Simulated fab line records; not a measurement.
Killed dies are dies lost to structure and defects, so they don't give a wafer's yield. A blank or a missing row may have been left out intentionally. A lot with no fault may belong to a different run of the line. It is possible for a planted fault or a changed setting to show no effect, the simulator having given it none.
A struck lot beside a sound one + flow sky130 + 18 steps out of a route of 708
Sound: the wafers L161.2, L161.3, L161.4. The struck wafers were L154.2, L154.4, L154.5. The cause comes at the end.
Each step with rows lists, per side, the tool, then ch with its chambers, then its first start. Under that, the readings that differ: sound wafers + struck wafers + difference of the means + sigmas: that difference in standard deviations of wafers without a fault.
alike: words and numbers the same on both sides, and readings whose means are apart by under 2 such deviations; not compared: readings that were withheld, readings missing a value for some wafer, numbers with overlapping values and no deviation given by the record, and bounds like >300 which may hide the same value.
Wherever a step has rows on one side only, a row that says differs or no value, or a row with sigmas, the two part there. Numbers that have no deviation but don't overlap get no sigmas and don't part them. Lack of a reading on every wafer of one side parts them only where that side has two or more wafers.

first, 3 steps without rows for these wafers: SKY_VT_ADJUST_HVTP_EXPOSE_04 (exposes mask HVTPM, target cd 380 nm); SKY_VT_ADJUST_HVTP_PEB_05; SKY_VT_ADJUST_HVTP_DEVELOP_06 (develop time 60 s).
SKY_VT_ADJUST_HVTP_CD_MEAS_07: the cd target is 380 nm.
  struck on cd_sem-01, day 9 06:52; sound on cd_sem-01, day 11 01:33
  alike: cd_nm
SKY_VT_ADJUST_HVTP_OVL_MEAS_08:
  struck on overlay-02, day 9 06:58; sound on overlay-01, day 11 01:39
  alike: VT_ADJUST_HVTP_OVL
next, for these wafers, 1 step has no rows: SKY_VT_ADJUST_HVTP_IMPLANT_09.
SKY_VT_ADJUST_HVTP_STRIP_10: strips in O2/N2.
  sound on plasma_asher-03 ch 0,1, day 11 01:50; struck on plasma_asher-03 ch 1, day 9 07:09
  alike: drypump_motor_current_A, oes_product_au, strip_time_to_endpoint_s
  not compared: rf_hours_counter_h
SKY_VT_ADJUST_HVTP_TW_MEAS_11:
  struck on film_metro-02, day 9 07:16; sound on film_metro-04, day 11 01:56
  alike: VT_ADJUST_HVTP_TW
then, 4 steps without rows for these wafers: SKY_VT_ADJUST_LVTN_DEHYDRATE_00 (time 60 s); SKY_VT_ADJUST_LVTN_HMDS_01 (prime time 60 s); SKY_VT_ADJUST_LVTN_COAT_02 (resist thk 3000 nm); SKY_VT_ADJUST_LVTN_SOFTBAKE_03.
SKY_VT_ADJUST_LVTN_EXPOSE_04: exposes mask NWM COMPLEMENT LESS NATIVE, target cd 840 nm.
  sound on iline_stepper-01 ch 0, day 11 12:31; struck on iline_stepper-02 ch 0, day 9 18:20
| reading                                | sound                | struck            | difference | sigmas |
|----------------------------------------|----------------------|-------------------|------------|--------|
| model.VT_ADJUST_LVTN.overlay_x_nm (nm) | 0.9545 0.9545 0.9545 | 322.5 322.5 322.5 | +321.5     |        |
  alike: mask, reticle_temp_C
then, 2 steps without rows for these wafers: SKY_VT_ADJUST_LVTN_PEB_05; SKY_VT_ADJUST_LVTN_DEVELOP_06 (develop time 60 s).
SKY_VT_ADJUST_LVTN_OVL_MEAS_07:
  struck on overlay-01, day 10 04:55; sound on overlay-01, day 12 00:43
| reading                 | sound         | struck            | difference | sigmas      |
|-------------------------|---------------|-------------------|------------|-------------|
| VT_ADJUST_LVTN_OVL (nm) | -0.7 -0.9 0.0 | 323.2 322.7 324.7 | +324.1     | +99 or more |
next, for these wafers, 1 step has no rows: SKY_VT_ADJUST_LVTN_IMPLANT_08.
-- here the record skips 39 days between the struck wafers' starts before and after, leaving off in module VT_ADJUST_LVTN and picking up in module PAD_OPEN (first step shown: number 708 of the route) --
SKY_PAD_OPEN_PROBE_99:
  only the struck wafers here have rows in the record (prober-02, day 49 12:16); the sound ones have none

== WHERE THEY PART ==
Last at SKY_PAD_OPEN_PROBE_99 as far as this record goes, first at SKY_VT_ADJUST_LVTN_OVL_MEAS_07.

WHY: whatever the simulator had introduced
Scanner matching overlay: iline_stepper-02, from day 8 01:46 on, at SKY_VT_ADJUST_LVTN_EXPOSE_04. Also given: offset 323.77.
